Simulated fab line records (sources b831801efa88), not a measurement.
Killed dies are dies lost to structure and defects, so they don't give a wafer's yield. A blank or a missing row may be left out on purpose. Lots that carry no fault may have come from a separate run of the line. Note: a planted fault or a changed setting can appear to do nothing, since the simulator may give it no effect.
What tool caused it? | flow sky130 | 13 lots, 39 wafers sampled, at 3 steps of a route of 708

WHAT THE GAUGES READ, wafer by wafer
SKY_VIA4_THK_MEAS_01. Usual: VIA4_HDPCVD_THK 1747 nm, standard deviation 16.
lot  | measured     | on            | VIA4_HDPCVD_THK (nm) | flag
L619 | day 43 06:02 | film metro-02 | 1767 1746 1777       |
L620 | day 43 10:36 | film metro-02 | 1741 1721 1746       |
L621 | day 43 13:02 | film metro-04 | 1749 1726 1746       |
L622 | day 44 06:02 | film metro-03 | 1747 1766 1758       |
L626 | day 45 09:17 | film metro-04 | 1763 1752 1777       |
L627 | day 45 12:06 | film metro-04 | 1742 1779 1754       |
L634 | day 47 05:34 | film metro-03 | 1744 1758 1727       |
L635 | day 47 06:31 | film metro-03 | 1776 1738 1747       |
L636 | day 47 12:38 | film metro-02 | 1724 1758 1745       |
L637 | day 47 14:09 | film metro-03 | 1733 1737 1731       |
L638 | day 48 04:36 | film metro-04 | 1752 1770 1754       |
L639 | day 48 04:54 | film metro-03 | 1736 1745 1745       |
L642 | day 49 01:42 | film metro-02 | 1730 1764 1742       |

SKY_VIA4_BOW_MEAS_03. Usual: VIA4_BOW 80 um, standard deviation 8.2.
lot  | measured     | on            | VIA4_BOW (um) | flag
L619 | day 43 06:25 | film metro-03 | 88 80 99      |
L620 | day 43 10:59 | film metro-03 | 77 81 79      |
L621 | day 43 13:23 | film metro-02 | 91 92 84      |
L622 | day 44 06:23 | film metro-02 | 80 78 89      |
L626 | day 45 09:40 | film metro-04 | 80 82 70      |
L627 | day 45 12:28 | film metro-03 | 83 72 69      |
L634 | day 47 05:58 | film metro-02 | 74 91 76      |
L635 | day 47 06:55 | film metro-03 | 73 76 70      |
L636 | day 47 13:00 | film metro-03 | 80 79 98      |
L637 | day 47 14:32 | film metro-02 | 78 97 83      |
L638 | day 48 04:58 | film metro-02 | 80 89 87      |
L639 | day 48 05:17 | film metro-04 | 82 82 81      |
L642 | day 49 02:04 | film metro-02 | 88 88 93      |

EACH LOT AND THE TOOL THAT RAN IT (in order: tool; ch and the chambers of the sampled wafers; start)
lot  | SKY_POLY_CUT_ETCH_11
L619 | rie diel-04 ch 0,2, day 25 09:13
L620 | rie diel-04 ch 0,3, day 25 12:53
L621 | rie diel-03 ch 1,2,3, day 25 21:13
L622 | rie diel-04 ch 2,3, day 26 15:13
L626 | rie diel-02 ch 0,1,2, day 28 02:32
L627 | rie diel-04 ch 0,1,2, day 28 03:31
L634 | rie diel-04 ch 0,1,2, day 30 12:31
L635 | rie diel-04 ch 1,2, day 30 15:25
L636 | rie diel-03 ch 0,2,3, day 30 22:46
L637 | rie diel-04 ch 0,2,3, day 31 00:01
L638 | rie diel-04 ch 0,1,3, day 31 17:47
L639 | rie diel-02 ch 0,2,3, day 31 21:52
L642 | rie diel-02 ch 1,2, day 32 23:17
- SKY_POLY_CUT_ETCH_11: etches Si3N4 in CF4/CH2F2/Ar, stops on poly-Si, time 42.5 s, target depth 60 nm.

WHAT THE TOOLS THEMSELVES READ (means of the sampled wafers that have a number; where no wafer has one, the mark that the record gives instead)
SKY_POLY_CUT_ETCH_11. Usual: cf4 flow sccm 39.99 sccm, standard deviation 0.1; drypump motor current A 5.8 A, standard deviation 0.44; oes product au 0.830 a.u., standard deviation 0.006; throttle valve pct 14.994 %, standard deviation 0.0078.
lot  | tool        | cf4 flow sccm (sccm) | drypump motor current A (A) | oes product au (a.u.) | throttle valve pct (%) | flag
L619 | rie diel-04 | 39.98                | 5.4                         | 0.833                 | 14.994                 |
L620 | rie diel-04 | 39.88                | 5.9                         | 0.838                 | 14.991                 |
L621 | rie diel-03 | 39.98                | 5.6                         | 0.833                 | 14.993                 |
L622 | rie diel-04 | 39.98                | 5.9                         | 0.835                 | 14.989                 |
L626 | rie diel-02 | 40.11                | 5.8                         | 0.836                 | 14.995                 |
L627 | rie diel-04 | 39.93                | 5.5                         | 0.836                 | 14.994                 |
L634 | rie diel-04 | 39.93                | 5.5                         | 0.829                 | 14.986                 |
L635 | rie diel-04 | 39.97                | 5.7                         | 0.826                 | 14.993                 |
L636 | rie diel-03 | 39.98                | 5.8                         | 0.829                 | 15.002                 |
L637 | rie diel-04 | 40.06                | 5.7                         | 0.829                 | 14.989                 |
L638 | rie diel-04 | 40.17                | 5.8                         | 0.834                 | 14.995                 |
L639 | rie diel-02 | 40.00                | 6.0                         | 0.824                 | 14.995                 |
L642 | rie diel-02 | 39.99                | 6.2                         | 0.824                 | 14.997                 |

THE ANSWER, worked out from the rows above alone
Rule: lot off if the mean of its wafers having a number is beyond 3 standard deviations from the usual mean. Also off: a lot with no number at a reading for which 4 or more lots have one. Where the step has rows for the other lots, those lots are counted as sound. First the gauges in route order, then the tools' own readings, where a lot's mean is used as printed above. At the first step where some lot is off, the reading lying furthest off is the one used; lots without a number count as furthest.
Nothing can be told from this: no lot is off at any reading shown.

WHAT THE SIMULATOR PUT IN
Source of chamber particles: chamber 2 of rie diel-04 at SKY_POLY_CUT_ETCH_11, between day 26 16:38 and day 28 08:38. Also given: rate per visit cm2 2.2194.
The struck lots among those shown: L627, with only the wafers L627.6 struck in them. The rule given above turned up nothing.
